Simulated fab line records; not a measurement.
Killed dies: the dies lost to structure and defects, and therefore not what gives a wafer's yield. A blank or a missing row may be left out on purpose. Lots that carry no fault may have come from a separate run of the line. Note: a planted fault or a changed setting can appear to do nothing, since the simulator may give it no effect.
fab line records	flow gf180mcu	part 1 of 2: steps 1 to 31 of 43
[record] lots = 5	wafers = 15	last-day = 33
route steps=602 shown V3@454 M4@456 V4@476
lots that met no fault: from a run of the same line without faults
start-h: the number of hours between the record's first day and the start of the first shown wafer of the lot	wait-h: hours since the lot's step before	" the same as in the row above	L1.1+2: one row covering several wafers at once	- no value, or no start given	* or withheld: withheld	< > ~ a bound
route shown NAME@n: a module of which the file shows steps, and the number in the route of the first	usual: mean/standard deviation taken from wafers without a fault	same: alike in all rows	chamber/n: place in a boat	sites: per-site readings	_std_site: standard deviation of those values	_edge_site: mean of outer sites minus mean of inner sites	radius-mm: how far each site lies from the wafer's centre	mask NAME#n: copy n	behind: tool/chamber where the wafer was last shaped	hold: why the lot was held/for how many hours/how that ended	device: names the non-switching transistor (n, p or np)	end of line: the same wafers' tests at the end of the route	step lacking rows: just its recipe	killed: dies that structure and defects cost at the first sort, which is not the same as the wafer's yield	map: shows each die of a wafer: x if killed, . if not, _ if none is there
set.NAME: the setting that was run; set.NAME@STEP: the one run at that earlier step	model.NAME: the simulator's own value behind a step, which no gauge read
lots at selected steps of the route; one table per step, one row per wafer
services: a tool's chamber out of use, with start hour (start-h, from the record's first day; less than 0 if before it), hours out, and reason
[[steps]]
[step GF_V3_THK_MEAS_25]
[recipe] thk-meas-gauge = xrf	reads = W_of_V3_CVD_23
[usual] V3_W_THK = 347/6.2
lot.wafer	tool	chamber	start-h	wait-h	V3_W_THK[nm]
L077.1	film-metro-01	-	550.86	0.1	343
L077.4	"	-	"	"	347
L077.5	"	-	"	"	341
L079.2	film-metro-02	-	569.18	0.1	343
L079.5	"	-	"	"	345
L079.6	"	-	"	"	352
L080.2	film-metro-02	-	589.57	0.1	348
L080.5	"	-	"	"	346
L080.6	"	-	"	"	359
L081.2	film-metro-04	-	590.49	0.1	354
L081.4	"	-	"	"	354
L081.5	"	-	"	"	338
L089.1	film-metro-02	-	645.28	0.1	355
L089.3	"	-	"	"	351
L089.4	"	-	"	"	356
[step GF_V3_CMP_26]
[recipe] stop-on = SiO2	down-force-psi = 3.5	platen-rpm = 60	t-overpolish-s = 15	target-thk-nm = 0	pad-velocity-m-s = 0.94248
[usual] motor-current-A = 10.5/0.66	overpolish-run-s = 15.000/0.0094	time-to-endpoint-s = 85/3.1
lot.wafer	tool	chamber	start-h	wait-h	motor-current-A	overpolish-run-s	time-to-endpoint-s
L077.1	cmp-02	3	550.97	0.1	9.6	15.010	85
L077.4	"	0	"	"	10.4	14.997	86
L077.5	"	3	"	"	10.3	14.989	86
L079.2	cmp-02	1	569.28	0.1	10.9	15.019	86
L079.6	"	0	"	"	10.0	14.999	83
L079.5	"	1	"	"	10.2	15.023	85
L080.2	cmp-02	0	589.62	0.0	10.3	15.004	82
L080.5	"	0	"	"	10.3	15.005	84
L080.6	"	1	"	"	10.0	15.011	87
L081.2	cmp-02	1	590.59	0.1	10.4	14.997	91
L081.4	"	3	"	"	9.8	14.996	85
L081.5	"	0	"	"	10.2	15.011	80
L089.1	cmp-02	0	645.34	0.1	10.6	14.999	83
L089.4	"	1	"	"	10.1	14.994	89
L089.3	"	2	"	"	10.2	15.000	81
[step GF_M4_SPUTTER_00]
[recipe] material = Ti	target-thk-nm = 37.5	arriving-ion-energy-ev = 80	substrate-temp-c = 200	chamber-pressure-pa = 2	power-w = 4000	time-s = 150
[usual] throttle-valve-pct = 29.8/0.81
lot.wafer	tool	chamber	start-h	wait-h	throttle-valve-pct
L077.1	pvd-sputter-03	-	551.22	0.2	31.3
L077.4	"	-	"	"	31.3
L077.5	"	-	"	"	29.1
L079.2	pvd-sputter-02	-	569.53	0.2	30.7
L079.5	"	-	"	"	28.9
L079.6	"	-	"	"	29.8
L080.2	pvd-sputter-02	-	589.92	0.2	29.2
L080.5	"	-	"	"	28.8
L080.6	"	-	"	"	29.1
L081.2	pvd-sputter-04	-	590.84	0.2	30.2
L081.4	"	-	"	"	30.2
L081.5	"	-	"	"	29.7
L089.1	pvd-sputter-03	-	645.64	0.2	29.8
L089.3	"	-	"	"	31.3
L089.4	"	-	"	"	30.5
[step GF_M4_SPUTTER_01]
[recipe] material = TiN	target-thk-nm = 30	power-w = 6500	time-s = 25	chamber-pressure-pa = 0.4
[usual] throttle-valve-pct = 29.8/0.79
lot.wafer	tool	chamber	start-h	wait-h	throttle-valve-pct
L077.1	pvd-sputter-03	-	551.32	0.1	31.2
L077.4	"	-	"	"	31.5
L077.5	"	-	"	"	28.7
L079.2	pvd-sputter-02	-	569.63	0.1	30.9
L079.5	"	-	"	"	29.0
L079.6	"	-	"	"	29.9
L080.2	pvd-sputter-02	-	590.02	0.1	29.2
L080.5	"	-	"	"	28.3
L080.6	"	-	"	"	29.2
L081.2	pvd-sputter-04	-	590.94	0.1	29.8
L081.4	"	-	"	"	29.7
L081.5	"	-	"	"	30.2
L089.1	pvd-sputter-03	-	645.74	0.1	30.0
L089.3	"	-	"	"	31.5
L089.4	"	-	"	"	30.7
[step GF_M4_SPUTTER_02]
[recipe] material = AlCu	target-thk-nm = 450	power-w = 10600	time-s = 23.9	chamber-pressure-pa = 0.4
[usual] throttle-valve-pct = 29.9/0.82
lot.wafer	tool	chamber	start-h	wait-h	throttle-valve-pct
L077.1	pvd-sputter-03	-	551.35	0.0	31.5
L077.4	"	-	"	"	31.2
L077.5	"	-	"	"	29.1
L079.2	pvd-sputter-02	-	569.66	0.0	30.8
L079.5	"	-	"	"	29.4
L079.6	"	-	"	"	29.7
L080.2	pvd-sputter-02	-	590.05	0.0	29.1
L080.5	"	-	"	"	28.6
L080.6	"	-	"	"	29.2
L081.2	pvd-sputter-04	-	590.97	0.0	29.8
L081.4	"	-	"	"	30.2
L081.5	"	-	"	"	29.7
L089.1	pvd-sputter-03	-	645.77	0.0	30.0
L089.3	"	-	"	"	31.1
L089.4	"	-	"	"	30.5
[step GF_M4_SPUTTER_03]
[recipe] material = Ti	target-thk-nm = 10	substrate-temp-c = 300	chamber-pressure-pa = 0.3	power-w = 3000	time-s = 6.7
[usual] throttle-valve-pct = 29.8/0.8
lot.wafer	tool	chamber	start-h	wait-h	throttle-valve-pct
L077.1	pvd-sputter-03	-	551.38	0.0	31.4
L077.4	"	-	"	"	31.3
L077.5	"	-	"	"	28.6
L079.2	pvd-sputter-02	-	569.69	0.0	30.7
L079.5	"	-	"	"	28.9
L079.6	"	-	"	"	29.9
L080.2	pvd-sputter-02	-	590.08	0.0	29.1
L080.5	"	-	"	"	28.5
L080.6	"	-	"	"	29.0
L081.2	pvd-sputter-04	-	591.00	0.0	29.9
L081.4	"	-	"	"	30.0
L081.5	"	-	"	"	29.9
L089.1	pvd-sputter-03	-	645.80	0.0	30.1
L089.3	"	-	"	"	30.9
L089.4	"	-	"	"	30.5
[step GF_M4_SPUTTER_04]
[recipe] material = TiN	target-thk-nm = 50	power-w = 6500	time-s = 41.7	chamber-pressure-pa = 0.4
[usual] throttle-valve-pct = 29.8/0.81
lot.wafer	tool	chamber	start-h	wait-h	throttle-valve-pct
L077.1	pvd-sputter-03	-	551.40	0.0	31.4
L077.4	"	-	"	"	31.6
L077.5	"	-	"	"	28.7
L079.2	pvd-sputter-02	-	569.71	0.0	31.0
L079.5	"	-	"	"	29.2
L079.6	"	-	"	"	29.6
L080.2	pvd-sputter-02	-	590.10	0.0	29.0
L080.5	"	-	"	"	28.4
L080.6	"	-	"	"	29.1
L081.2	pvd-sputter-04	-	591.02	0.0	30.0
L081.4	"	-	"	"	30.1
L081.5	"	-	"	"	30.0
L089.1	pvd-sputter-03	-	645.82	0.0	29.9
L089.3	"	-	"	"	31.2
L089.4	"	-	"	"	30.5
[step GF_M4_RS_MEAS_05]
[recipe] thk-meas-gauge = four-point-probe	reads = TiN_of_M4_SPUTTER_04+Ti_of_M4_SPUTTER_03+AlCu_of_M4_SPUTTER_02+TiN_of_M4_SPUTTER_01+Ti_of_M4_SPUTTER_00
[usual] M4_ALCU_RS = 0.0696/0.00066
lot.wafer	tool	chamber	start-h	wait-h	M4_ALCU_RS[ohm/sq]
L077.1	film-metro-02	-	551.44	0.0	0.0696
L077.4	"	-	"	"	0.0695
L077.5	"	-	"	"	0.0693
L079.2	film-metro-03	-	569.77	0.0	0.0701
L079.5	"	-	"	"	0.0700
L079.6	"	-	"	"	0.0705
L080.2	film-metro-02	-	590.16	0.0	0.0692
L080.5	"	-	"	"	0.0694
L080.6	"	-	"	"	0.0688
L081.2	film-metro-03	-	591.08	0.0	0.0699
L081.4	"	-	"	"	0.0700
L081.5	"	-	"	"	0.0686
L089.1	film-metro-03	-	645.86	0.0	0.0695
L089.3	"	-	"	"	0.0692
L089.4	"	-	"	"	0.0690
[step GF_M4_THK_MEAS_06]
[recipe] thk-meas-gauge = xrf	reads = AlCu_of_M4_SPUTTER_02
[usual] M4_ALCU_THK = 455/6
lot.wafer	tool	chamber	start-h	wait-h	M4_ALCU_THK[nm]
L077.1	film-metro-02	-	551.56	0.1	453
L077.4	"	-	"	"	451
L077.5	"	-	"	"	452
L079.2	film-metro-03	-	569.88	0.1	446
L079.5	"	-	"	"	444
L079.6	"	-	"	"	442
L080.2	film-metro-02	-	590.27	0.1	452
L080.5	"	-	"	"	453
L080.6	"	-	"	"	457
L081.2	film-metro-03	-	591.19	0.1	454
L081.4	"	-	"	"	452
L081.5	"	-	"	"	461
L089.1	film-metro-03	-	645.98	0.1	454
L089.3	"	-	"	"	455
L089.4	"	-	"	"	458
[step GF_M4_DEHYDRATE_07]
[recipe] temp-c = 200	time-s = 60
lot.wafer	tool	chamber	start-h	wait-h
L077.1+4+5	litho-track-04	0	561.94	10.4
L079.2+5+6	litho-track-01	0	580.27	10.4
L080.2+5+6	litho-track-03	0	600.05	9.8
L081.2+4+5	litho-track-03	0	600.95	9.8
L089.1+3+4	litho-track-03	0	655.03	9.0
[step GF_M4_HMDS_08]
[recipe] prime-time-s = 60	prime-temp-c = 120
lot.wafer	tool	chamber	start-h	wait-h
L077.1+4+5	litho-track-04	0	562.09	0.1
L079.2+5+6	litho-track-01	0	580.42	0.1
L080.2+5+6	litho-track-03	0	600.20	0.1
L081.2+4+5	litho-track-03	0	601.10	0.1
L089.1+3+4	litho-track-03	0	655.18	0.1
[step GF_M4_COAT_09]
[recipe] resist = KrF	spin-rpm = withheld	resist-thk-nm = 1000
lot.wafer	tool	chamber	start-h	wait-h
L077.1+4+5	litho-track-04	0	562.24	0.1
L079.2+5+6	litho-track-01	0	580.57	0.1
L080.2+5+6	litho-track-03	0	600.35	0.1
L081.2+4+5	litho-track-03	0	601.25	0.1
L089.1+3+4	litho-track-03	0	655.33	0.1
[step GF_M4_SOFTBAKE_10]
[recipe] temp-c = 130	time-s = 60	resist = KrF
lot.wafer	tool	chamber	start-h	wait-h
L077.1+4+5	litho-track-04	0	562.39	0.1
L079.2+5+6	litho-track-01	0	580.72	0.1
L080.2+5+6	litho-track-03	0	600.50	0.1
L081.2+4+5	litho-track-03	0	601.40	0.1
L089.1+3+4	litho-track-03	0	655.48	0.1
[step GF_M4_EXPOSE_11]
[recipe] mask-id = Metal4	target-cd-nm = 280	na = 0.68	source-shape = conventional	sigma-outer = 0.6	dose-mj = 28
lot.wafer	tool	chamber	start-h	wait-h	mask
L077.1+4+5	krf-scanner-02	0	-	-	Metal4#0
L079.2+5+6	krf-scanner-02	0	-	-	Metal4#0
L080.2+5+6	krf-scanner-02	0	-	-	Metal4#0
L081.2+4+5	krf-scanner-02	0	-	-	Metal4#0
L089.1+3+4	krf-scanner-01	0	-	-	Metal4#0
[step GF_M4_PEB_12]
[recipe] peb-temp-c = 135	peb-time-s = 90	resist = KrF
lot.wafer	tool	chamber	start-h	wait-h
L077.1+4+5	litho-track-04	0	-	-
L079.2+5+6	litho-track-04	0	-	-
L080.2+5+6	litho-track-04	0	-	-
L081.2+4+5	litho-track-01	0	-	-
L089.1+3+4	litho-track-04	0	-	-
[step GF_M4_DEVELOP_13]
[recipe] develop-time-s = 60	dev-temp-c = 21
lot.wafer	tool	chamber	start-h	wait-h
L077.1+4+5	litho-track-04	0	573.39	0.2
L079.2+5+6	litho-track-04	0	591.31	0.2
L080.2+5+6	litho-track-04	0	611.21	0.2
L081.2+4+5	litho-track-01	0	611.62	0.2
L089.1+3+4	litho-track-04	0	664.98	0.2
[step GF_M4_CD_MEAS_14]
[recipe] target-cd-nm = 280
[usual] cd-nm = 279.9/1.2
lot.wafer	tool	chamber	start-h	wait-h	cd-nm
L077.1	cd-sem-02	-	573.60	0.2	279.9
L077.4	"	-	"	"	279.8
L077.5	"	-	"	"	280.1
L079.2	cd-sem-01	-	591.46	0.1	280.1
L079.5	"	-	"	"	279.6
L079.6	"	-	"	"	279.9
L080.2	cd-sem-01	-	611.36	0.1	281.6
L080.5	"	-	"	"	282.1
L080.6	"	-	"	"	281.4
L081.2	cd-sem-01	-	611.77	0.1	280.7
L081.4	"	-	"	"	279.2
L081.5	"	-	"	"	279.7
L089.1	cd-sem-01	-	665.13	0.1	283.0
L089.3	"	-	"	"	282.9
L089.4	"	-	"	"	281.6
[step GF_M4_OVL_MEAS_15]
[usual] M4_OVL = -5/4.6
lot.wafer	tool	chamber	start-h	wait-h	M4_OVL[nm]
L077.1	overlay-01	-	573.72	0.1	-5
L077.4	"	-	"	"	-5
L077.5	"	-	"	"	-1
L079.2	overlay-02	-	591.56	0.1	-5
L079.5	"	-	"	"	-6
L079.6	"	-	"	"	-5
L080.2	overlay-02	-	611.46	0.1	-13
L080.5	"	-	"	"	-7
L080.6	"	-	"	"	-9
L081.2	overlay-02	-	611.87	0.1	0
L081.4	"	-	"	"	-5
L081.5	"	-	"	"	-6
L089.1	overlay-02	-	665.25	0.1	-14
L089.3	"	-	"	"	-2
L089.4	"	-	"	"	-9
[step GF_M4_METAL_ETCH_16]
[recipe] chemistry = Cl2/BCl3	mask-material = KrF	target-depth-nm = 750.8	stop-on = SiO2	pressure-mtorr = 8	icp-w = 800	bias-w = 140	Cl2_flow_sccm = 80	bcl3-flow-sccm = 40	time-s = 125.1
[usual] drypump-motor-current-A = 5.8/0.39	oes-product-au = 0.991/0.0061	throttle-valve-pct = 28.230/0.0099
lot.wafer	tool	chamber	start-h	wait-h	drypump-motor-current-A	oes-product-au	rf-hours-counter-h	throttle-valve-pct
L077.1	rie-metal-01	0	573.75	0.0	5.7	0.989	10	28.238
L077.4	"	0	"	"	5.7	0.995	-	28.237
L077.5	"	0	"	"	5.7	0.994	-	28.238
L079.2	rie-metal-02	0	591.59	0.0	5.9	0.989	16	28.230
L079.5	"	1	"	"	6.2	0.993	-	28.236
L079.6	"	0	"	"	5.9	0.995	-	28.221
L080.2	rie-metal-03	0	611.49	0.0	5.0	0.991	10	28.233
L080.5	"	1	"	"	5.6	0.983	-	28.231
L080.6	"	0	"	"	5.0	0.999	-	28.228
L081.2	rie-metal-01	0	611.90	0.0	5.7	1.002	11	28.218
L081.4	"	0	"	"	5.7	0.992	-	28.233
L081.5	"	1	"	"	5.8	0.988	-	28.225
L089.1	rie-metal-03	0	665.29	0.0	5.0	0.984	11	28.219
L089.3	"	1	"	"	5.6	0.983	-	28.246
L089.4	"	0	"	"	5.0	0.987	-	28.230
[step GF_M4_STRIP_17]
[recipe] chemistry = O2/N2	power-w = 1400	pressure-mtorr = 1500	platen-temp-c = 250	o2-flow-sccm = 3000	n2-flow-sccm = 300	overash-fraction = 0.5
[usual] drypump-motor-current-A = 5.76/0.27	heater-power-w = 335/40	o2-flow-sccm = 3000/8.5	oes-product-au = 0.537/0.0049	strip-time-to-endpoint-s = 7.39/0.046
lot.wafer	tool	chamber	start-h	wait-h	drypump-motor-current-A	heater-power-w	o2-flow-sccm	oes-product-au	rf-hours-counter-h	strip-time-to-endpoint-s
L077.1	plasma-asher-03	0	573.88	0.1	5.87	325	3005	0.538	48	7.36
L077.4	"	0	"	"	5.86	312	2994	0.534	-	7.36
L077.5	"	1	"	"	5.82	380	3005	0.540	-	7.33
L079.2	plasma-asher-01	1	591.72	0.1	5.29	269	3002	0.532	99	7.36
L079.5	"	1	"	"	5.29	277	2996	0.539	-	7.36
L079.6	"	0	"	"	6.19	388	2991	0.530	-	7.31
L080.2	plasma-asher-03	0	611.62	0.1	5.84	316	2995	0.538	52	7.37
L080.5	"	1	"	"	5.81	376	2996	0.537	-	7.38
L080.6	"	0	"	"	5.88	314	3006	0.537	-	7.37
L081.2	plasma-asher-04	0	612.03	0.1	5.62	319	3011	0.535	86	7.34
L081.4	"	0	"	"	5.67	326	3010	0.539	-	7.33
L081.5	"	1	"	"	5.64	301	3006	0.530	-	7.42
L089.1	plasma-asher-03	1	665.42	0.1	5.81	389	2983	0.543	57	7.43
L089.3	"	1	"	"	5.81	385	2987	0.534	-	7.43
L089.4	"	0	"	"	5.86	331	3007	0.529	-	7.39
[step GF_M4_STRIP_18]
[recipe] chemistry = post-etch-residue-remover	time-s = 1200	temp-c = 72.5
lot.wafer	tool	chamber	start-h	wait-h
L077.1+4+5	wet-bench-01	0	573.98	0.1
L079.2+5+6	wet-bench-03	2	591.82	0.1
L080.2+5+6	wet-bench-04	0	611.72	0.1
L081.2+4+5	wet-bench-04	1	612.13	0.1
L089.1+3+4	wet-bench-01	0	665.52	0.1
[step GF_M4_CLEAN_19]
[recipe] chemistry = DIW	dry = n2-spin
lot.wafer	tool	chamber	start-h	wait-h
L077.1+4+5	wet-bench-03	2	574.39	0.0
L079.2+5+6	wet-bench-04	1	592.19	0.0
L080.2+5+6	wet-bench-03	1	612.09	0.0
L081.2+4+5	wet-bench-03	0	612.50	0.0
L089.1+3+4	wet-bench-03	2	665.86	0.0
[step GF_V4_CVD_00]
[recipe] material = SiO2	target-thk-nm = 600	sigma-open-frac = 0.3	temp-c = 400	time-s = 100	sih4-flow-sccm = 60	pressure-mtorr = 6
lot.wafer	tool	chamber	start-h	wait-h
L077.1+4+5	hdpcvd-02	1,2,0	574.48	0.0
L079.2+5+6	hdpcvd-02	1,0,2	592.29	0.0
L080.2+5+6	hdpcvd-02	1,2,0	612.18	0.0
L081.2+4+5	hdpcvd-01	1,0,1	612.59	0.0
L089.1+3+4	hdpcvd-01	2,2,1	665.95	0.0
[step GF_V4_THK_MEAS_01]
[recipe] reads = SiO2_of_V4_CVD_00
[usual] V4_CVD_00_THK = 596/6.7
lot.wafer	tool	chamber	start-h	wait-h	V4_CVD_00_THK[nm]
L077.1	film-metro-03	-	574.55	0.0	597
L077.4	"	-	"	"	592
L077.5	"	-	"	"	600
L079.2	film-metro-01	-	592.37	0.0	594
L079.5	"	-	"	"	601
L079.6	"	-	"	"	591
L080.2	film-metro-01	-	612.27	0.0	592
L080.5	"	-	"	"	602
L080.6	"	-	"	"	601
L081.2	film-metro-03	-	612.68	0.0	598
L081.4	"	-	"	"	598
L081.5	"	-	"	"	595
L089.1	film-metro-03	-	666.06	0.1	587
L089.3	"	-	"	"	588
L089.4	"	-	"	"	587
[step GF_V4_CVD_02]
[recipe] material = SiO2	target-thk-nm = 850	precursor = TEOS	temp-c = 400	time-s = 94.851	rf-w = 600
[usual] heater-power-w = 668/78
lot.wafer	tool	chamber	start-h	wait-h	heater-power-w
L077.1	pecvd-04	0	574.61	0.1	732
L077.4	"	2	"	"	561
L077.5	"	1	"	"	643
L079.2	pecvd-04	1	592.42	0.0	658
L079.5	"	1	"	"	537
L079.6	"	0	"	"	712
L080.2	pecvd-04	1	612.32	0.0	670
L080.5	"	2	"	"	714
L080.6	"	1	"	"	547
L081.2	pecvd-01	2	612.73	0.0	722
L081.4	"	2	"	"	573
L081.5	"	2	"	"	646
L089.1	pecvd-04	0	666.12	0.1	752
L089.3	"	1	"	"	622
L089.4	"	2	"	"	644
[step GF_V4_THK_MEAS_03]
[recipe] reads = SiO2_of_V4_CVD_02
[usual] V4_CVD_02_THK = 853/11
lot.wafer	tool	chamber	start-h	wait-h	V4_CVD_02_THK[nm]
L077.1	film-metro-01	-	574.68	0.0	853
L077.4	"	-	"	"	847
L077.5	"	-	"	"	860
L079.2	film-metro-03	-	592.50	0.0	842
L079.5	"	-	"	"	866
L079.6	"	-	"	"	864
L080.2	film-metro-03	-	612.40	0.0	854
L080.5	"	-	"	"	862
L080.6	"	-	"	"	866
L081.2	film-metro-01	-	612.84	0.1	845
L081.4	"	-	"	"	866
L081.5	"	-	"	"	867
L089.1	film-metro-04	-	666.19	0.0	851
L089.3	"	-	"	"	836
L089.4	"	-	"	"	857
[step GF_V4_CMP_04]
[recipe] material = SiO2	down-force-psi = 4	platen-rpm = 60	pad-velocity-m-s = 0.94248
[usual] motor-current-A = 11.4/0.7	time-to-endpoint-s = 81/5.4
lot.wafer	tool	chamber	start-h	wait-h	motor-current-A	time-to-endpoint-s
L077.1	cmp-01	2	574.84	0.1	11.7	79
L077.4	"	3	"	"	11.9	80
L077.5	"	0	"	"	13.5	84
L079.2	cmp-02	2	592.60	0.1	11.3	69
L079.6	"	1	"	"	10.7	87
L079.5	"	2	"	"	12.1	82
L080.2	cmp-01	1	612.45	0.0	10.9	85
L080.5	"	1	"	"	10.4	89
L080.6	"	2	"	"	11.1	86
L081.2	cmp-01	1	612.89	0.0	11.2	84
L081.4	"	0	"	"	12.6	89
L081.5	"	1	"	"	11.4	91
L089.3	cmp-02	0	666.25	0.0	11.6	73
L089.1	"	1	"	"	12.1	84
L089.4	"	2	"	"	11.4	84
[step GF_V4_BOW_MEAS_05]
[recipe] mode = bow
[usual] V4_BOW = 136/9.1
lot.wafer	tool	chamber	start-h	wait-h	V4_BOW[um]
L077.1	film-metro-03	-	575.04	0.1	132
L077.4	"	-	"	"	135
L077.5	"	-	"	"	128
L079.2	film-metro-03	-	592.87	0.2	126
L079.5	"	-	"	"	136
L079.6	"	-	"	"	126
L080.2	film-metro-04	-	612.77	0.3	133
L080.5	"	-	"	"	131
L080.6	"	-	"	"	125
L081.2	film-metro-01	-	613.21	0.3	142
L081.4	"	-	"	"	151
L081.5	"	-	"	"	151
L089.1	film-metro-04	-	666.55	0.2	138
L089.3	"	-	"	"	133
L089.4	"	-	"	"	125
[step GF_V4_DEHYDRATE_06]
[recipe] temp-c = 200	time-s = 60
lot.wafer	tool	chamber	start-h	wait-h
L077.1+4+5	litho-track-01	0	585.30	10.2
L079.2+5+6	litho-track-01	0	602.62	9.7
L080.2+5+6	litho-track-01	0	622.12	9.3
L081.2+4+5	litho-track-01	0	622.87	9.6
L089.1+3+4	litho-track-02	0	675.41	8.8
[step GF_V4_HMDS_07]
[recipe] prime-time-s = 60	prime-temp-c = 120
lot.wafer	tool	chamber	start-h	wait-h
L077.1+4+5	litho-track-01	0	585.45	0.1
L079.2+5+6	litho-track-01	0	602.77	0.1
L080.2+5+6	litho-track-01	0	622.27	0.1
L081.2+4+5	litho-track-01	0	623.02	0.1
L089.1+3+4	litho-track-02	0	675.56	0.1
[step GF_V4_COAT_08]
[recipe] resist = BARC	temp-c = withheld	time-s = withheld	spin-rpm = withheld	resist-thk-nm = withheld
lot.wafer	tool	chamber	start-h	wait-h
L077.1+4+5	litho-track-01	0	585.60	0.1
L079.2+5+6	litho-track-01	0	602.92	0.1
L080.2+5+6	litho-track-01	0	622.42	0.1
L081.2+4+5	litho-track-01	0	623.17	0.1
L089.1+3+4	litho-track-02	0	675.71	0.1
